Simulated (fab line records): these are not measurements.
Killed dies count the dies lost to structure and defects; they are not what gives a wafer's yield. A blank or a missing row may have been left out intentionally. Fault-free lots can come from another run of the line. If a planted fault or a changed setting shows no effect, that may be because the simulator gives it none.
A struck lot beside a sound one + flow sky130 + 23 out of 708 route steps
Sound: these wafers, L334.1, L334.4, L334.6. Struck: wafer L349.1. (L349.5, L349.6 of the same lot were not struck and are left out.) The cause comes at the end.
At each step with rows: each side's tool, then ch and its chambers, then its first start. Under that, the readings that differ: sound wafers + struck wafers + difference of the means + sigmas: that difference in standard deviations of wafers without a fault.
alike: readings with means less than 2 such deviations apart, plus words and numbers identical on both sides. not compared: withheld readings, readings lacking a value on some wafer, bounds such as >300 that could conceal the same value, and numbers that have no deviation in the record and whose values overlap.
The two part at a step that has a row with sigmas, a row that says differs or no value, or rows on one side only. Numbers that don't overlap but have no deviation are shown without sigmas and don't part them. Lack of a reading on every wafer of one side parts them only where that side has two or more wafers.

first, 1 step without rows for these wafers: SKY_CAPM_DEVELOP_11 (develop time 60 s).
SKY_CAPM_OVL_MEAS_12:
  sound on overlay-01, day 37 02:21; struck on overlay-01, day 42 02:29
| reading       | sound       | struck | difference | sigmas |
|---------------|-------------|--------|------------|--------|
| CAPM_OVL (nm) | 0.4 2.3 0.7 | -3.7   | -4.8       | -3     |
SKY_CAPM_METAL_ETCH_13: etches TiN in Cl2/BCl3, stops on SiO2, target depth 220 nm, time 62.9 s.
  sound on rie-metal-03 ch 0, day 37 02:23; struck on rie-metal-01 ch 1, day 42 02:31
  alike: drypump-motor-current-A, oes-product-au, throttle-valve-pct
  not compared: rf-hours-counter-h
SKY_CAPM_STRIP_14: strips in O2/N2.
  sound on plasma-asher-03 ch 0,1, day 37 02:32; struck on plasma-asher-01 ch 0, day 42 02:35
  alike: drypump-motor-current-A, o2-flow-sccm, oes-product-au, strip-time-to-endpoint-s
  not compared: rf-hours-counter-h
then, 8 steps without rows for these wafers: SKY_CAPM_STRIP_15 (strips in post etch residue remover, time 1200 s); SKY_CAPM_CLEAN_16 (cleans in IPA, time 180 s); SKY_CAPM_CLEAN_17 (cleans in O3/DIW); SKY_METAL3_DEHYDRATE_05 (time 60 s); SKY_METAL3_HMDS_06 (prime time 60 s); SKY_METAL3_COAT_07 (resist thk 60 nm); SKY_METAL3_COAT_08 (resist thk 1140 nm); SKY_METAL3_SOFTBAKE_09 (time 90 s).
SKY_METAL3_EXPOSE_10: exposes mask MM3, target cd 300 nm.
  sound on krf-scanner-02 ch 0, day 37 16:22; struck on krf-scanner-01 ch 0, day 42 14:44
  alike: mask
then, 2 steps without rows for these wafers: SKY_METAL3_PEB_11; SKY_METAL3_DEVELOP_12 (develop time 60 s).
SKY_METAL3_CD_MEAS_13: target cd 300 nm.
  sound on cd-sem-01, day 38 05:02; struck on cd-sem-02, day 43 02:34
| reading    | sound             | struck | difference | sigmas |
|------------|-------------------|--------|------------|--------|
| cd-nm (nm) | 302.0 301.2 301.7 | 283.2  | -18.4      | -13    |
SKY_METAL3_OVL_MEAS_14:
  sound on overlay-01, day 38 05:09; struck on overlay-01, day 43 02:41
  alike: METAL3_OVL
SKY_METAL3_DESCUM_15: chemistry O2, time 8 s.
  sound on rie-metal-03 ch 0, day 38 05:11; struck on rie-metal-04 ch 1, day 43 02:43
| reading                 | sound           | struck | difference | sigmas |
|-------------------------|-----------------|--------|------------|--------|
| model.METAL3.cd-nm (nm) | 302.4 301.4 302 | 283.2  | -18.7      |        |
  alike: drypump-motor-current-A, oes-product-au
  not compared: rf-hours-counter-h
SKY_METAL3_ETCH_16: etches BARC in N2/H2, stops on SiO2, time 88.2 s, target depth 60 nm.
  sound on rie-metal-03 ch 0, day 38 05:15; struck on rie-metal-04 ch 1, day 43 02:45
  alike: drypump-motor-current-A, oes-product-au, throttle-valve-pct
  not compared: rf-hours-counter-h
SKY_METAL3_ETCH_17: etches SiO2 in C4F8/O2/Ar, stops on TiN, time 3.9 s, target depth 15 nm.
  sound on rie-diel-02 ch 1,2,3, day 38 05:26; struck on rie-diel-01 ch 3, day 43 02:51
  alike: oes-product-au
SKY_METAL3_METAL_ETCH_18: etches the open film in Cl2/BCl3, stops on SiO2, target depth 845 nm, time 183.1 s.
  sound on rie-metal-02 ch 0,1, day 38 05:28; struck on rie-metal-03 ch 0, day 43 02:52
| reading                 | sound             | struck | difference | sigmas |
|-------------------------|-------------------|--------|------------|--------|
| model.METAL3.cd-nm (nm) | 300.8 306.6 301.7 | 282.5  | -20.5      |        |
  alike: drypump-motor-current-A, oes-product-au, throttle-valve-pct
  not compared: rf-hours-counter-h
SKY_METAL3_STRIP_19: strips in O2/N2.
  sound on plasma-asher-03 ch 0,1, day 38 05:38; struck on plasma-asher-03 ch 0, day 43 03:02
  alike: drypump-motor-current-A, o2-flow-sccm, oes-product-au, strip-time-to-endpoint-s
  not compared: rf-hours-counter-h
-- the record jumps here: 6 days lie between the struck wafers' starts before and after (it left off in module METAL3 and takes up again in module PAD_OPEN, whose first step shown is number 708 of the route) --
SKY_PAD_OPEN_PROBE_99:
  sound on prober-01, day 45 12:15; struck on prober-02, day 49 11:30
| reading                        | sound                | struck | difference | sigmas |
|--------------------------------|----------------------|--------|------------|--------|
| model.etest.met3.width-nm (nm) | 298.4 307.4 299.7    | 281.2  | -20.6      |        |
| model.etest.met3.line-ohm-um   | 0.1414 0.1389 0.1434 | 0.1499 | +0.0087    |        |

WHERE THEY PART
Earliest at SKY_CAPM_OVL_MEAS_12; latest, in this record, at SKY_METAL3_CD_MEAS_13. Later steps at which nothing parts them and some readings are alike: SKY_METAL3_OVL_MEAS_14, SKY_METAL3_DESCUM_15, SKY_METAL3_ETCH_16, SKY_METAL3_ETCH_17, SKY_METAL3_METAL_ETCH_18, SKY_METAL3_STRIP_19.

WHY: the cause the simulator had injected
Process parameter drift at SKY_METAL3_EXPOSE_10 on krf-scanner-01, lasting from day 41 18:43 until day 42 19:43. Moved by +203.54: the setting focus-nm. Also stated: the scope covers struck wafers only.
